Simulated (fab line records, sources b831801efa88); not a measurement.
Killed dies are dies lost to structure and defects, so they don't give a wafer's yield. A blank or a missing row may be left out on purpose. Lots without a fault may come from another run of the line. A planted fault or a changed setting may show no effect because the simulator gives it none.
fab line records | flow gf180mcu
record lots=5 wafers=15 last_day=32
route steps=602 shown HV_LDD@178
lots that met no fault: from a run of the same line without faults
start_h: hours from the record's first day to the start of the lot's first wafer shown | wait_h: hours since the lot's step before | " the same as in the row above | L1.1+2: a row that stands for several wafers | - no value, or no start given | * or withheld: withheld | < > ~ a bound
route shown NAME@n: a module of which the file shows steps, and the number in the route of the first | usual: mean/standard deviation of fault-free wafers | same: alike in all rows | chamber/n: place in a boat | sites: the reading at each site | _std_site: their standard deviation | _edge_site: outer sites' mean less inner sites' | radius_mm: how far each site lies from the wafer's centre | mask NAME#n: copy n | behind: the tool/chamber that last shaped the wafer | hold: why the lot was held/for how many hours/how that ended | device: the transistor (n, p or np) that didn't switch | end of line: the same wafers' tests at the end of the route | a step without rows: its recipe alone | killed: dies lost to structure and defects at the first sort, not the wafer's yield | map: a wafer's dies, x killed, . not, _ none there
set.NAME: the setting as run; set.NAME@STEP: as run at that earlier step | model.NAME: the simulator's own value behind a step, which no gauge read
lots at some steps of the route; a table a step, a row a wafer
services: from which hour (start_h, from the record's first day; less than 0 if before it) a tool's chamber was out of use, for how many hours, and why
## steps
# step GF_HV_LDD_COAT_02
# recipe resist=NOVOLAK spin_rpm=3000 resist_thk_nm=1000
# usual spin_speed_rpm=3000.3/2.3
# columns lot.wafer tool chamber start_h wait_h spin_speed_rpm
L079.4 litho_track-04 0 244.52 0.1 2999.9
L079.5 " 0 " " 3001.4
L079.6 " 0 " " 2998.4
L083.2 litho_track-03 0 277.36 0.1 3000.8
L083.3 " 0 " " 2998.1
L083.5 " 0 " " 2998.6
L085.1 litho_track-03 0 290.79 0.1 3003.6
L085.3 " 0 " " 2996.8
L085.4 " 0 " " 3001.7
L087.1 litho_track-03 0 305.14 0.1 2998.5
L087.2 " 0 " " 2998.2
L087.5 " 0 " " 2998.7
L088.1 litho_track-04 0 307.75 0.1 2999.6
L088.2 " 0 " " 3002.0
L088.3 " 0 " " 3001.1
# step GF_HV_LDD_SOFTBAKE_03
# recipe temp_c=90 time_s=60 resist=NOVOLAK
# columns lot.wafer tool chamber start_h wait_h
L079.4+5+6 litho_track-04 0 244.67 0.1
L083.2+3+5 litho_track-03 0 277.51 0.1
L085.1+3+4 litho_track-03 0 290.94 0.1
L087.1+2+5 litho_track-03 0 305.29 0.1
L088.1+2+3 litho_track-04 0 307.90 0.1
# step GF_HV_LDD_EXPOSE_04
# recipe mask_id=Nplus_LV_AREA target_cd_nm=400 na=0.6 source_shape=conventional sigma_outer=0.6 dose_mj=140
# same sigma_outer=0.6
# columns lot.wafer tool chamber start_h wait_h mask
L079.4+5+6 iline_stepper-02 0 - - Nplus_LV_AREA#0
L083.2+3+5 iline_stepper-01 0 - - Nplus_LV_AREA#0
L085.1+3+4 iline_stepper-02 0 - - Nplus_LV_AREA#0
L087.1+2+5 iline_stepper-02 0 - - Nplus_LV_AREA#0
L088.1+2+3 iline_stepper-01 0 - - Nplus_LV_AREA#0
# step GF_HV_LDD_PEB_05
# recipe temp_c=withheld time_s=* resist=NOVOLAK
# columns lot.wafer tool chamber start_h wait_h
L079.4+5+6 litho_track-03 0 - -
L083.2+3+5 litho_track-04 0 - -
L085.1+3+4 litho_track-01 0 - -
L087.1+2+5 litho_track-04 0 - -
L088.1+2+3 litho_track-04 0 - -
# step GF_HV_LDD_DEVELOP_06
# recipe develop_time_s=60 dev_temp_c=23
# columns lot.wafer tool chamber start_h wait_h
L079.4+5+6 litho_track-03 0 254.31 0.1
L083.2+3+5 litho_track-04 0 287.42 0.1
L085.1+3+4 litho_track-01 0 300.80 0.1
L087.1+2+5 litho_track-04 0 315.85 0.1
L088.1+2+3 litho_track-04 0 318.45 0.1
# step GF_HV_LDD_CD_MEAS_07
# recipe target_cd_nm=400
# usual cd_nm=400.0/2
# columns lot.wafer tool chamber start_h wait_h cd_nm
L079.4 cd_sem-02 - 254.45 0.1 400.5
L079.5 " - " " 399.0
L079.6 " - " " 401.1
L083.2 cd_sem-02 - 287.57 0.1 401.4
L083.3 " - " " 399.5
L083.5 " - " " 401.2
L085.1 cd_sem-01 - 300.95 0.1 401.4
L085.3 " - " " 401.5
L085.4 " - " " 400.6
L087.1 cd_sem-01 - 316.00 0.1 399.9
L087.2 " - " " 398.6
L087.5 " - " " 399.5
L088.1 cd_sem-01 - 318.60 0.1 398.7
L088.2 " - " " 401.0
L088.3 " - " " 397.9
# step GF_HV_LDD_OVL_MEAS_08
# usual HV_LDD_OVL=-1.1/1.3
# columns lot.wafer tool chamber start_h wait_h HV_LDD_OVL[nm]
L079.4 overlay-02 - 254.53 0.1 -0.9
L079.5 " - " " -1.8
L079.6 " - " " -3.1
L083.2 overlay-01 - 287.67 0.1 -1.6
L083.3 " - " " -0.4
L083.5 " - " " -0.5
L085.1 overlay-01 - 301.07 0.1 -1.2
L085.3 " - " " -1.3
L085.4 " - " " -2.1
L087.1 overlay-02 - 316.12 0.1 -2.1
L087.2 " - " " -1.5
L087.5 " - " " -2.0
L088.1 overlay-02 - 318.72 0.1 -0.6
L088.2 " - " " -1.3
L088.3 " - " " -0.7
# step GF_HV_LDD_IMPLANT_09
# recipe species=As energy_kev=40 dose_cm2=1e+14 tilt_deg=7
# usual beam_energy_keV=39.999/0.012 end_station_pressure_torr=5.44e-06/2.7e-07
# same implant_ion_amu=75
# columns lot.wafer tool chamber start_h wait_h beam_energy_keV end_station_pressure_torr
L079.4 implanter-02 0 254.62 0.1 39.990 5.94e-06
L079.5 " 0 " " 40.006 5.68e-06
L079.6 " 0 " " 39.994 5.46e-06
L083.2 implanter-02 0 287.73 0.0 39.983 5.79e-06
L083.3 " 0 " " 39.971 5.13e-06
L083.5 " 0 " " 39.989 5.47e-06
L085.1 implanter-02 0 301.11 0.0 40.004 5.5e-06
L085.3 " 0 " " 39.993 5.41e-06
L085.4 " 0 " " 39.994 4.95e-06
L087.1 implanter-04 0 316.15 0.0 39.996 5.49e-06
L087.2 " 0 " " 39.988 5.27e-06
L087.5 " 0 " " 39.994 5.06e-06
L088.1 implanter-02 0 318.75 0.0 40.010 5.92e-06
L088.2 " 0 " " 39.997 4.96e-06
L088.3 " 0 " " 40.008 5.76e-06
# step GF_HV_LDD_STRIP_10
# recipe chemistry=O2/N2 power_w=1400 pressure_mtorr=1500 platen_temp_c=250 o2_flow_sccm=3000 n2_flow_sccm=300 overash_fraction=0.5
# usual drypump_motor_current_A=6.1/0.47 heater_power_w=312/24 o2_flow_sccm=3001/8.4 oes_product_au=0.715/0.0047 strip_time_to_endpoint_s=12.638/0.029
# columns lot.wafer tool chamber start_h wait_h drypump_motor_current_A heater_power_w o2_flow_sccm oes_product_au rf_hours_counter_h strip_time_to_endpoint_s
L079.4 plasma_asher-04 1 254.73 0.1 5.8 268 3003 0.711 - 12.605
L079.5 " 1 " " 5.8 268 2999 0.715 - 12.581
L079.6 " 0 " " 5.3 327 3006 0.719 - 12.610
L083.2 plasma_asher-03 0 287.85 0.1 6.0 346 2997 0.716 66 12.626
L083.3 " 1 " " 6.1 319 2998 0.710 - 12.623
L083.5 " 0 " " 6.0 341 3016 0.713 - 12.635
L085.1 plasma_asher-03 1 301.26 0.1 6.1 325 3003 0.714 67 12.610
L085.3 " 0 " " 6.0 349 3001 0.715 - 12.649
L085.4 " 1 " " 6.1 312 3004 0.724 - 12.592
L087.1 plasma_asher-04 0 316.30 0.1 5.3 328 2992 0.709 66 12.609
L087.2 " 1 " " 5.8 264 3023 0.712 66 12.629
L087.5 " 0 " " 5.3 324 3004 0.716 - 12.649
L088.1 plasma_asher-03 1 318.90 0.1 6.1 324 2997 0.715 69 12.657
L088.2 " 0 " " 5.9 355 2984 0.717 69 12.630
L088.3 " 1 " " 6.1 319 3003 0.716 - 12.644
# step GF_HV_LDD_TW_MEAS_11
# usual HV_LDD_TW=2406/26
# columns lot.wafer tool chamber start_h wait_h HV_LDD_TW
L079.4 film_metro-04 - 254.83 0.1 2428
L079.5 " - " " 2426
L079.6 " - " " 2426
L083.2 film_metro-03 - 287.96 0.1 2405
L083.3 " - " " 2399
L083.5 " - " " 2426
L085.1 film_metro-03 - 301.36 0.1 2413
L085.3 " - " " 2411
L085.4 " - " " 2411
L087.1 film_metro-04 - 316.40 0.1 2430
L087.2 " - " " 2427
L087.5 " - " " 2428
L088.1 film_metro-04 - 319.00 0.1 2424
L088.2 " - " " 2434
L088.3 " - " " 2425
# step GF_HV_LDD_DEHYDRATE_12
# recipe temp_c=200 time_s=60
# columns lot.wafer tool chamber start_h wait_h
L079.4+5+6 litho_track-01 0 263.98 9.1
L083.2+3+5 litho_track-04 0 297.17 9.2
L085.1+3+4 litho_track-04 0 311.30 9.9
L087.1+2+5 litho_track-03 0 325.84 9.4
L088.1+2+3 litho_track-03 0 328.74 9.7
# step GF_HV_LDD_HMDS_13
# recipe prime_time_s=60 prime_temp_c=120
# same prime_time_s=60
# columns lot.wafer tool chamber start_h wait_h
L079.4+5+6 litho_track-01 0 264.13 0.1
L083.2+3+5 litho_track-04 0 297.32 0.1
L085.1+3+4 litho_track-04 0 311.45 0.1
L087.1+2+5 litho_track-03 0 325.99 0.1
L088.1+2+3 litho_track-03 0 328.89 0.1
# step GF_HV_LDD_COAT_14
# recipe resist=NOVOLAK spin_rpm=3000 resist_thk_nm=1000
# usual spin_speed_rpm=3000.5/2.3
# columns lot.wafer tool chamber start_h wait_h spin_speed_rpm
L079.4 litho_track-01 0 264.28 0.1 3004.4
L079.5 " 0 " " 3001.7
L079.6 " 0 " " 2999.0
L083.2 litho_track-04 0 297.47 0.1 2999.4
L083.3 " 0 " " 3001.0
L083.5 " 0 " " 2997.7
L085.1 litho_track-04 0 311.60 0.1 3003.6
L085.3 " 0 " " 3002.2
L085.4 " 0 " " 3003.4
L087.1 litho_track-03 0 326.14 0.1 3000.2
L087.2 " 0 " " 3001.7
L087.5 " 0 " " 3001.5
L088.1 litho_track-03 0 329.04 0.1 3002.8
L088.2 " 0 " " 3003.0
L088.3 " 0 " " 3000.6
# step GF_HV_LDD_SOFTBAKE_15
# recipe temp_c=90 time_s=60 resist=NOVOLAK
# columns lot.wafer tool chamber start_h wait_h
L079.4+5+6 litho_track-01 0 264.43 0.1
L083.2+3+5 litho_track-04 0 297.62 0.1
L085.1+3+4 litho_track-04 0 311.75 0.1
L087.1+2+5 litho_track-03 0 326.29 0.1
L088.1+2+3 litho_track-03 0 329.19 0.1
# step GF_HV_LDD_EXPOSE_16
# recipe mask_id=Pplus_LV_AREA target_cd_nm=400 na=0.6 source_shape=conventional sigma_outer=0.6 dose_mj=140
# same sigma_outer=0.6
# columns lot.wafer tool chamber start_h wait_h mask
L079.4+5+6 iline_stepper-01 0 - - Pplus_LV_AREA#0
L083.2+3+5 iline_stepper-02 0 - - Pplus_LV_AREA#0
L085.1+3+4 iline_stepper-01 0 - - Pplus_LV_AREA#0
L087.1+2+5 iline_stepper-01 0 - - Pplus_LV_AREA#0
L088.1+2+3 iline_stepper-01 0 - - Pplus_LV_AREA#0
# step GF_HV_LDD_PEB_17
# recipe temp_c=withheld time_s=* resist=NOVOLAK
# columns lot.wafer tool chamber start_h wait_h
L079.4+5+6 litho_track-04 0 - -
L083.2+3+5 litho_track-03 0 - -
L085.1+3+4 litho_track-01 0 - -
L087.1+2+5 litho_track-04 0 - -
L088.1+2+3 litho_track-03 0 - -
# step GF_HV_LDD_DEVELOP_18
# recipe develop_time_s=60 dev_temp_c=23
# columns lot.wafer tool chamber start_h wait_h
L079.4+5+6 litho_track-04 0 273.82 0.1
L083.2+3+5 litho_track-03 0 307.66 0.1
L085.1+3+4 litho_track-01 0 322.35 0.1
L087.1+2+5 litho_track-04 0 336.70 0.1
L088.1+2+3 litho_track-03 0 339.24 0.1
# step GF_HV_LDD_CD_MEAS_19
# recipe target_cd_nm=400
# usual cd_nm=399.5/2.5
# columns lot.wafer tool chamber start_h wait_h cd_nm
L079.4 cd_sem-02 - 273.97 0.1 401.9
L079.5 " - " " 402.4
L079.6 " - " " 403.0
L083.2 cd_sem-01 - 307.81 0.1 399.1
L083.3 " - " " 398.5
L083.5 " - " " 400.1
L085.1 cd_sem-02 - 322.50 0.1 397.1
L085.3 " - " " 398.6
L085.4 " - " " 398.6
L087.1 cd_sem-02 - 336.85 0.1 397.4
L087.2 " - " " 398.2
L087.5 " - " " 398.3
L088.1 cd_sem-02 - 339.39 0.1 396.9
L088.2 " - " " 397.0
L088.3 " - " " 398.6
# step GF_HV_LDD_OVL_MEAS_20
# usual HV_LDD_01_OVL=-0.7/1.5
# columns lot.wafer tool chamber start_h wait_h HV_LDD_01_OVL[nm]
L079.4 overlay-02 - 274.05 0.1 -0.2
L079.5 " - " " 1.1
L079.6 " - " " -1.2
L083.2 overlay-01 - 307.91 0.1 0.5
L083.3 " - " " -0.5
L083.5 " - " " 0.5
L085.1 overlay-02 - 322.62 0.1 -2.8
L085.3 " - " " -2.4
L085.4 " - " " -2.9
L087.1 overlay-01 - 336.97 0.1 -2.6
L087.2 " - " " -1.9
L087.5 " - " " -4.5
L088.1 overlay-01 - 339.51 0.1 -0.8
L088.2 " - " " 0.8
L088.3 " - " " -2.0
# step GF_HV_LDD_IMPLANT_21
# recipe species=BF2 energy_kev=25 dose_cm2=5e+13 tilt_deg=7
# usual beam_energy_keV=25.000/0.0076 end_station_pressure_torr=5.21e-06/2.9e-07
# same implant_ion_amu=49
# columns lot.wafer tool chamber start_h wait_h beam_energy_keV end_station_pressure_torr
L079.4 implanter-02 0 274.14 0.1 25.003 5.42e-06
L079.5 " 0 " " 24.995 4.84e-06
L079.6 " 0 " " 24.997 5.17e-06
L083.2 implanter-04 0 307.97 0.0 25.004 5.36e-06
L083.3 " 0 " " 24.985 5.42e-06
L083.5 " 0 " " 24.992 5.4e-06
L085.1 implanter-04 0 322.66 0.0 24.991 4.84e-06
L085.3 " 0 " " 25.001 5.07e-06
L085.4 " 0 " " 24.998 4.78e-06
L087.1 implanter-02 0 337.00 0.0 24.997 5e-06
L087.2 " 0 " " 24.998 5.13e-06
L087.5 " 0 " " 25.004 5.37e-06
L088.1 implanter-03 0 339.54 0.0 25.009 4.7e-06
L088.2 " 0 " " 24.999 4.8e-06
L088.3 " 0 " " 25.005 5.61e-06
# step GF_HV_LDD_STRIP_22
# recipe chemistry=O2/N2 power_w=1400 pressure_mtorr=1500 platen_temp_c=250 o2_flow_sccm=3000 n2_flow_sccm=300 overash_fraction=0.5
# usual drypump_motor_current_A=6.0/0.5 heater_power_w=310/24 o2_flow_sccm=3001/8.1 oes_product_au=0.716/0.0043 strip_time_to_endpoint_s=12.65/0.032
# columns lot.wafer tool chamber start_h wait_h drypump_motor_current_A heater_power_w o2_flow_sccm oes_product_au rf_hours_counter_h strip_time_to_endpoint_s
L079.4 plasma_asher-03 1 274.25 0.1 6.1 315 2997 0.716 - 12.59
L079.5 " 0 " " 6.0 343 2994 0.719 - 12.62
L079.6 " 1 " " 6.1 321 3002 0.715 - 12.62
L083.2 plasma_asher-01 1 308.09 0.1 6.6 297 3009 0.712 19 12.62
L083.3 " 1 " " 6.6 295 3007 0.718 - 12.62
L083.5 " 0 " " 6.7 310 3001 0.715 - 12.64
L085.1 plasma_asher-01 0 322.81 0.1 6.7 301 3007 0.712 20 12.67
L085.3 " 1 " " 6.6 301 2995 0.717 - 12.71
L085.4 " 0 " " 6.7 311 2991 0.718 - 12.64
L087.1 plasma_asher-03 1 337.15 0.1 6.1 319 3007 0.716 71 12.72
L087.2 " 0 " " 6.0 351 2986 0.719 71 12.65
L087.5 " 0 " " 6.0 340 2999 0.715 - 12.67
L088.1 plasma_asher-04 1 339.69 0.1 5.8 277 3000 0.717 68 12.67
L088.2 " 0 " " 5.3 324 3000 0.710 68 12.64
L088.3 " 0 " " 5.3 316 3011 0.717 - 12.62
# step GF_HV_LDD_TW_MEAS_23
# usual HV_LDD_2_TW=1050/12
# columns lot.wafer tool chamber start_h wait_h HV_LDD_2_TW
L079.4 film_metro-03 - 274.34 0.1 1055
L079.5 " - " " 1051
L079.6 " - " " 1047
L083.2 film_metro-03 - 308.20 0.1 1057
L083.3 " - " " 1056
L083.5 " - " " 1052
L085.1 film_metro-04 - 322.91 0.1 1061
L085.3 " - " " 1063
L085.4 " - " " 1058
L087.1 film_metro-04 - 337.28 0.1 1064
L087.2 " - " " 1055
L087.5 " - " " 1057
L088.1 film_metro-04 - 339.79 0.1 1061
L088.2 " - " " 1062
L088.3 " - " " 1059
# step GF_HV_LDD_DEHYDRATE_24
# recipe temp_c=200 time_s=60
# columns lot.wafer tool chamber start_h wait_h
L079.4+5+6 litho_track-01 0 283.73 9.4
L083.2+3+5 litho_track-01 0 318.18 10.0
L085.1+3+4 litho_track-04 0 333.05 10.1
L087.1+2+5 litho_track-03 0 347.14 9.8
L088.1+2+3 litho_track-04 0 350.00 10.2
# step GF_HV_LDD_HMDS_25
# recipe prime_time_s=60 prime_temp_c=120
# same prime_time_s=60
# columns lot.wafer tool chamber start_h wait_h
L079.4+5+6 litho_track-01 0 283.88 0.1
L083.2+3+5 litho_track-01 0 318.33 0.1
L085.1+3+4 litho_track-04 0 333.20 0.1
L087.1+2+5 litho_track-03 0 347.29 0.1
L088.1+2+3 litho_track-04 0 350.15 0.1
# step GF_HV_LDD_COAT_26
# recipe resist=NOVOLAK spin_rpm=3000 resist_thk_nm=1000
# usual spin_speed_rpm=2999.6/2.2
# columns lot.wafer tool chamber start_h wait_h spin_speed_rpm
L079.4 litho_track-01 0 284.03 0.1 3000.1
L079.5 " 0 " " 3000.0
L079.6 " 0 " " 2999.3
L083.2 litho_track-01 0 318.48 0.1 2998.0
L083.3 " 0 " " 3000.3
L083.5 " 0 " " 2997.3
L085.1 litho_track-04 0 333.35 0.1 3000.9
L085.3 " 0 " " 2998.6
L085.4 " 0 " " 2998.5
L087.1 litho_track-03 0 347.44 0.1 3000.6
L087.2 " 0 " " 2998.7
L087.5 " 0 " " 3003.1
L088.1 litho_track-04 0 350.30 0.1 3003.9
L088.2 " 0 " " 3002.0
L088.3 " 0 " " 3000.1
# step GF_HV_LDD_SOFTBAKE_27
# recipe temp_c=90 time_s=60 resist=NOVOLAK
# columns lot.wafer tool chamber start_h wait_h
L079.4+5+6 litho_track-01 0 284.18 0.1
L083.2+3+5 litho_track-01 0 318.63 0.1
L085.1+3+4 litho_track-04 0 333.50 0.1
L087.1+2+5 litho_track-03 0 347.59 0.1
L088.1+2+3 litho_track-04 0 350.45 0.1
# step GF_HV_LDD_EXPOSE_28
# recipe mask_id=Nplus_HV_AREA target_cd_nm=400 na=0.6 source_shape=conventional sigma_outer=0.6 dose_mj=140
# same sigma_outer=0.6
# columns lot.wafer tool chamber start_h wait_h mask
L079.4+5+6 iline_stepper-02 0 - - Nplus_HV_AREA#0
L083.2+3+5 iline_stepper-02 0 - - Nplus_HV_AREA#0
L085.1+3+4 iline_stepper-01 0 - - Nplus_HV_AREA#0
L087.1+2+5 iline_stepper-01 0 - - Nplus_HV_AREA#0
L088.1+2+3 iline_stepper-01 0 - - Nplus_HV_AREA#0
# step GF_HV_LDD_PEB_29
# recipe temp_c=withheld time_s=* resist=NOVOLAK
# columns lot.wafer tool chamber start_h wait_h
L079.4+5+6 litho_track-01 0 - -
L083.2+3+5 litho_track-04 0 - -
L085.1+3+4 litho_track-01 0 - -
L087.1+2+5 litho_track-01 0 - -
L088.1+2+3 litho_track-03 0 - -
# step GF_HV_LDD_DEVELOP_30
# recipe develop_time_s=60 dev_temp_c=23
# columns lot.wafer tool chamber start_h wait_h
L079.4+5+6 litho_track-01 0 294.08 0.1
L083.2+3+5 litho_track-04 0 328.62 0.1
L085.1+3+4 litho_track-01 0 344.10 0.1
L087.1+2+5 litho_track-01 0 358.60 0.1
L088.1+2+3 litho_track-03 0 361.54 0.1
# step GF_HV_LDD_CD_MEAS_31
# recipe target_cd_nm=400
# usual cd_nm=399.9/2.3
# columns lot.wafer tool chamber start_h wait_h cd_nm
L079.4 cd_sem-02 - 294.34 0.2 401.5
L079.5 " - " " 402.0
L079.6 " - " " 401.9
L083.2 cd_sem-01 - 328.77 0.1 403.7
L083.3 " - " " 402.0
L083.5 " - " " 400.7
L085.1 cd_sem-02 - 344.25 0.1 402.8
L085.3 " - " " 403.4
L085.4 " - " " 404.3
L087.1 cd_sem-01 - 358.75 0.1 401.7
L087.2 " - " " 400.3
L087.5 " - " " 398.9
L088.1 cd_sem-01 - 361.69 0.1 398.3
L088.2 " - " " 402.7
L088.3 " - " " 402.0
# step GF_HV_LDD_OVL_MEAS_32
# usual HV_LDD_02_OVL=-0.4/1.5
# columns lot.wafer tool chamber start_h wait_h HV_LDD_02_OVL[nm]
L079.4 overlay-01 - 294.42 0.1 -0.3
L079.5 " - " " -1.5
L079.6 " - " " -2.5
L083.2 overlay-01 - 328.87 0.1 1.4
L083.3 " - " " -1.4
L083.5 " - " " 0.5
L085.1 overlay-01 - 344.37 0.1 -2.5
L085.3 " - " " -1.4
L085.4 " - " " -1.2
L087.1 overlay-01 - 358.87 0.1 0.9
L087.2 " - " " 0.4
L087.5 " - " " -1.6
L088.1 overlay-02 - 361.81 0.1 -0.6
L088.2 " - " " -0.4
L088.3 " - " " -0.6
# step GF_HV_LDD_IMPLANT_33
# recipe species=P energy_kev=60 dose_cm2=7.5e+12 tilt_deg=30 rotation_deg=0
# usual beam_energy_keV=60.000/0.018 end_station_pressure_torr=5.05e-06/2.5e-07
# same implant_ion_amu=31
# columns lot.wafer tool chamber start_h wait_h beam_energy_keV end_station_pressure_torr
L079.4 implanter-03 0 294.51 0.1 60.015 5.34e-06
L079.5 " 0 " " 59.987 4.9e-06
L079.6 " 0 " " 59.995 5.36e-06
L083.2 implanter-02 0 328.93 0.0 59.990 5.31e-06
L083.3 " 0 " " 59.994 5.1e-06
L083.5 " 0 " " 60.016 5.03e-06
L085.1 implanter-03 0 344.41 0.0 59.997 5.51e-06
L085.3 " 0 " " 59.997 4.97e-06
L085.4 " 0 " " 60.001 5.02e-06
L087.1 implanter-02 0 358.91 0.0 60.009 5.19e-06
L087.2 " 0 " " 60.012 4.91e-06
L087.5 " 0 " " 59.995 5.08e-06
L088.1 implanter-03 0 361.84 0.0 59.984 4.61e-06
L088.2 " 0 " " 59.997 5.48e-06
L088.3 " 0 " " 59.973 4.99e-06
# step GF_HV_LDD_IMPLANT_34
# recipe species=P energy_kev=60 dose_cm2=7.5e+12 tilt_deg=30 rotation_deg=90
# usual beam_energy_keV=59.999/0.017 end_station_pressure_torr=5.03e-06/2.9e-07
# same implant_ion_amu=31
# columns lot.wafer tool chamber start_h wait_h beam_energy_keV end_station_pressure_torr
L079.4 implanter-03 0 294.66 0.1 60.013 5.52e-06
L079.5 " 0 " " 59.989 5.14e-06
L079.6 " 0 " " 60.015 4.9e-06
L083.2 implanter-02 0 329.08 0.1 59.996 5.01e-06
L083.3 " 0 " " 60.010 4.86e-06
L083.5 " 0 " " 60.002 4.9e-06
L085.1 implanter-03 0 344.56 0.1 59.993 5.04e-06
L085.3 " 0 " " 60.010 5.15e-06
L085.4 " 0 " " 59.999 5.38e-06
L087.1 implanter-02 0 359.06 0.1 59.973 4.73e-06
L087.2 " 0 " " 59.977 5.52e-06
L087.5 " 0 " " 59.984 5.04e-06
L088.1 implanter-03 0 361.99 0.1 60.015 4.89e-06
L088.2 " 0 " " 59.989 4.87e-06
L088.3 " 0 " " 59.991 5.31e-06
# step GF_HV_LDD_IMPLANT_35
# recipe species=P energy_kev=60 dose_cm2=7.5e+12 tilt_deg=30 rotation_deg=180
# usual beam_energy_keV=60.005/0.018 end_station_pressure_torr=5.03e-06/2.4e-07
# same implant_ion_amu=31
# columns lot.wafer tool chamber start_h wait_h beam_energy_keV end_station_pressure_torr
L079.4 implanter-03 0 294.81 0.1 59.997 5.04e-06
L079.5 " 0 " " 60.010 5e-06
L079.6 " 0 " " 60.011 5.07e-06
L083.2 implanter-02 0 329.23 0.1 60.001 5.2e-06
L083.3 " 0 " " 60.017 5.05e-06
L083.5 " 0 " " 59.993 5.19e-06
L085.1 implanter-03 0 344.71 0.1 59.983 5.15e-06
L085.3 " 0 " " 60.030 5.19e-06
L085.4 " 0 " " 60.000 4.54e-06
L087.1 implanter-02 0 359.21 0.1 59.976 5.05e-06
L087.2 " 0 " " 60.015 4.94e-06
L087.5 " 0 " " 59.996 4.82e-06
L088.1 implanter-03 0 362.14 0.1 59.992 5.25e-06
L088.2 " 0 " " 60.021 5.4e-06
L088.3 " 0 " " 60.011 5.25e-06
# step GF_HV_LDD_IMPLANT_36
# recipe species=P energy_kev=60 dose_cm2=7.5e+12 tilt_deg=30 rotation_deg=270
# usual beam_energy_keV=59.997/0.019 end_station_pressure_torr=4.99e-06/2.9e-07
# same implant_ion_amu=31
# columns lot.wafer tool chamber start_h wait_h beam_energy_keV end_station_pressure_torr
L079.4 implanter-03 0 294.96 0.1 60.002 4.98e-06
L079.5 " 0 " " 60.008 4.73e-06
L079.6 " 0 " " 59.994 5.24e-06
L083.2 implanter-02 0 329.38 0.1 60.017 4.71e-06
L083.3 " 0 " " 60.021 4.96e-06
L083.5 " 0 " " 59.997 4.81e-06
L085.1 implanter-03 0 344.86 0.1 60.016 5.08e-06
L085.3 " 0 " " 59.998 4.55e-06
L085.4 " 0 " " 60.000 4.58e-06
L087.1 implanter-02 0 359.36 0.1 59.985 5.51e-06
L087.2 " 0 " " 59.997 5.17e-06
L087.5 " 0 " " 59.971 5.13e-06
L088.1 implanter-03 0 362.29 0.1 60.005 4.68e-06
L088.2 " 0 " " 59.997 5.3e-06
L088.3 " 0 " " 59.977 5.05e-06
# step GF_HV_LDD_STRIP_37
# recipe chemistry=O2/N2 power_w=1400 pressure_mtorr=1500 platen_temp_c=250 o2_flow_sccm=3000 n2_flow_sccm=300 overash_fraction=0.5
# usual drypump_motor_current_A=6.3/0.44 heater_power_w=312/20 o2_flow_sccm=2999/9.4 oes_product_au=0.715/0.0044 strip_time_to_endpoint_s=12.65/0.033
# columns lot.wafer tool chamber start_h wait_h drypump_motor_current_A heater_power_w o2_flow_sccm oes_product_au rf_hours_counter_h strip_time_to_endpoint_s
L079.4 plasma_asher-01 0 295.07 0.1 6.7 304 3001 0.712 - 12.70
L079.5 " 1 " " 6.6 296 3003 0.708 - 12.62
L079.6 " 0 " " 6.7 313 2986 0.709 - 12.62
L083.2 plasma_asher-03 0 329.50 0.1 6.0 333 2991 0.714 70 12.67
L083.3 " 0 " " 6.0 346 2995 0.716 - 12.69
L083.5 " 0 " " 6.0 344 2983 0.722 - 12.71
L085.1 plasma_asher-01 1 345.01 0.1 6.6 299 2985 0.717 23 12.63
L085.3 " 0 " " 6.7 311 3008 0.715 - 12.66
L085.4 " 1 " " 6.6 300 2983 0.713 - 12.64
L087.1 plasma_asher-01 0 359.51 0.1 6.7 303 3007 0.717 24 12.66
L087.2 " 1 " " 6.6 302 2992 0.709 24 12.68
L087.5 " 0 " " 6.7 318 3009 0.718 - 12.68
L088.1 plasma_asher-03 1 362.44 0.1 6.2 327 2992 0.715 74 12.73
L088.2 " 0 " " 6.0 340 3003 0.715 74 12.65
L088.3 " 0 " " 6.0 355 3009 0.713 - 12.68
# step GF_HV_LDD_TW_MEAS_38
# usual HV_LDD_3_TW=1425/17
# columns lot.wafer tool chamber start_h wait_h HV_LDD_3_TW
L079.4 film_metro-01 - 295.16 0.1 1400
L079.5 " - " " 1406
L079.6 " - " " 1399
L083.2 film_metro-04 - 329.61 0.1 1449
L083.3 " - " " 1439
L083.5 " - " " 1445
L085.1 film_metro-04 - 345.11 0.1 1450
L085.3 " - " " 1447
L085.4 " - " " 1456
L087.1 film_metro-04 - 359.61 0.1 1441
L087.2 " - " " 1445
L087.5 " - " " 1444
L088.1 film_metro-01 - 362.54 0.1 1405
L088.2 " - " " 1400
L088.3 " - " " 1396
# step GF_HV_LDD_DEHYDRATE_39
# recipe temp_c=200 time_s=60
# columns lot.wafer tool chamber start_h wait_h
L079.4+5+6 litho_track-04 0 304.72 9.5
L083.2+3+5 litho_track-04 0 339.82 10.2
L085.1+3+4 litho_track-03 0 355.59 10.5
L087.1+2+5 litho_track-04 0 370.00 10.4
L088.1+2+3 litho_track-03 0 372.99 10.4
# step GF_HV_LDD_HMDS_40
# recipe prime_time_s=60 prime_temp_c=120
# same prime_time_s=60
# columns lot.wafer tool chamber start_h wait_h
L079.4+5+6 litho_track-04 0 304.87 0.1
L083.2+3+5 litho_track-04 0 339.97 0.1
L085.1+3+4 litho_track-03 0 355.74 0.1
L087.1+2+5 litho_track-04 0 370.15 0.1
L088.1+2+3 litho_track-03 0 373.14 0.1
# step GF_HV_LDD_COAT_41
# recipe resist=NOVOLAK spin_rpm=3000 resist_thk_nm=1000
# usual spin_speed_rpm=2999.5/2.2
# columns lot.wafer tool chamber start_h wait_h spin_speed_rpm
L079.4 litho_track-04 0 305.02 0.1 3000.2
L079.5 " 0 " " 2998.7
L079.6 " 0 " " 3000.2
L083.2 litho_track-04 0 340.12 0.1 2998.5
L083.3 " 0 " " 2999.0
L083.5 " 0 " " 3001.3
L085.1 litho_track-03 0 355.89 0.1 3001.5
L085.3 " 0 " " 2996.8
L085.4 " 0 " " 3000.0
L087.1 litho_track-04 0 370.30 0.1 3000.7
L087.2 " 0 " " 2998.9
L087.5 " 0 " " 2997.4
L088.1 litho_track-03 0 373.29 0.1 2998.2
L088.2 " 0 " " 2999.6
L088.3 " 0 " " 3000.2
## services
# columns tool chamber start_h hours kind
implanter-04 - 224.71 0.9 repair
implanter-02 - 227.07 7.6 pm
implanter-03 - 254.91 3.5 repair
implanter-04 - 277.41 3.3 repair
implanter-02 - 281.00 4.8 repair
implanter-03 - 285.96 4.5 pm
implanter-04 - 294.91 1.6 repair
plasma_asher-03 - 303.30 2.8 pm
iline_stepper-02 - 324.71 12.1 repair
plasma_asher-04 - 334.60 2.8 pm
iline_stepper-02 - 349.63 1.0 repair
iline_stepper-01 - 350.77 2.1 pm
iline_stepper-01 - 352.85 - consumable_replace:lamp
iline_stepper-02 - 352.85 1.7 pm
iline_stepper-02 0 365.39 - calibration
## key
fault none
